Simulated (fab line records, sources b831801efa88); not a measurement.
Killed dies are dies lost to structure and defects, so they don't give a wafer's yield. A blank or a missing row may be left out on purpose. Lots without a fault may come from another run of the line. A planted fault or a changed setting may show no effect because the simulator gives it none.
Which tool did it? | flow gf180mcu | 12 lots, 36 wafers sampled, at 5 steps of a route of 602

WHAT THE GAUGES READ, wafer by wafer
GF_M5_CD_MEAS_07: target cd 280 nm.
lot  | measured     | on        | cd_nm (nm)
L075 | day 26 08:56 | cd_sem-02 | 278.8 278.6 278.0
L077 | day 27 08:46 | cd_sem-02 | 278.4 279.2 279.8
L079 | day 27 22:49 | cd_sem-01 | 279.6 280.9 279.5
L080 | day 28 16:03 | cd_sem-02 | 279.2 279.5 279.1
L083 | day 29 04:40 | cd_sem-01 | 279.4 278.2 279.4
L085 | day 29 19:00 | cd_sem-01 | 281.2 280.8 282.0
L087 | day 30 10:04 | cd_sem-01 | 281.1 280.5 279.4
L089 | day 30 19:59 | cd_sem-01 | 280.0 278.7 279.0
L091 | day 31 08:04 | cd_sem-02 | 280.7 280.4 279.7
L093 | day 31 19:15 | cd_sem-02 | 279.4 279.4 279.2
L095 | day 32 11:15 | cd_sem-02 | 280.9 280.6 279.8
L097 | day 32 17:17 | cd_sem-01 | 277.3 278.8 277.3

WHICH TOOL RAN EACH LOT (tool, then ch and the chambers of the sampled wafers, then the start)
lot  | GF_M1_SPUTTER_01             | GF_M3_SPUTTER_02             | GF_MIM_SPUTTER_08            | GF_MIM_SPUTTER_09
L075 | pvd_sputter-01, day 16 06:47 | pvd_sputter-02, day 20 11:04 | pvd_sputter-03, day 24 13:18 | pvd_sputter-03, day 24 13:19
L077 | pvd_sputter-02, day 17 07:46 | pvd_sputter-01, day 21 15:05 | pvd_sputter-01, day 25 14:33 | pvd_sputter-01, day 25 14:35
L079 | pvd_sputter-03, day 18 00:42 | pvd_sputter-01, day 22 07:40 | pvd_sputter-02, day 26 05:42 | pvd_sputter-02, day 26 05:44
L080 | pvd_sputter-03, day 18 21:05 | pvd_sputter-01, day 23 03:02 | pvd_sputter-02, day 27 01:19 | pvd_sputter-02, day 27 01:20
L083 | pvd_sputter-03, day 19 13:41 | pvd_sputter-02, day 23 18:23 | pvd_sputter-02, day 27 12:41 | pvd_sputter-02, day 27 12:43
L085 | pvd_sputter-01, day 20 07:41 | pvd_sputter-02, day 24 10:55 | pvd_sputter-02, day 28 04:12 | pvd_sputter-02, day 28 04:14
L087 | pvd_sputter-03, day 21 04:07 | pvd_sputter-02, day 25 05:56 | pvd_sputter-01, day 28 21:40 | pvd_sputter-01, day 28 21:41
L089 | pvd_sputter-02, day 21 17:43 | pvd_sputter-02, day 25 16:38 | pvd_sputter-01, day 29 07:06 | pvd_sputter-01, day 29 07:08
L091 | pvd_sputter-03, day 22 08:15 | pvd_sputter-03, day 26 06:05 | pvd_sputter-03, day 29 18:49 | pvd_sputter-03, day 29 18:50
L093 | pvd_sputter-01, day 22 21:38 | pvd_sputter-02, day 26 17:52 | pvd_sputter-03, day 30 07:01 | pvd_sputter-03, day 30 07:02
L095 | pvd_sputter-03, day 23 18:50 | pvd_sputter-02, day 27 14:47 | pvd_sputter-03, day 31 00:41 | pvd_sputter-03, day 31 00:43
L097 | pvd_sputter-02, day 24 06:12 | pvd_sputter-03, day 27 22:23 | pvd_sputter-03, day 31 07:42 | pvd_sputter-03, day 31 07:43
- GF_M1_SPUTTER_01: material TiN, target thk 30 nm, time 25 s.
- GF_M3_SPUTTER_02: material AlCu, target thk 450 nm, time 23.9 s.
- GF_MIM_SPUTTER_08: material AlCu, target thk 200 nm, time 10.6 s.
- GF_MIM_SPUTTER_09: material TiN, target thk 35 nm, time 29.2 s.

THE ANSWER, worked out from the rows above alone
Rule: what is usual is taken from the lots themselves. Put in order of their means at a reading, lots are off if they are a third of the lots or fewer, leave a main group of 4 or more, and stand apart from it by a gap of 3 or more times the standard deviation of the main group's means; of several such gaps the widest counts. A main group whose means are all the same, to the digits that the tables above print for the reading, isn't used. A lot without any number at a reading at which 4 lots or more have one is off too. The other lots that the step has rows for count as sound.
No lot is off at any reading shown: from this, nothing can be told.

WHAT THE SIMULATOR HAD PUT IN
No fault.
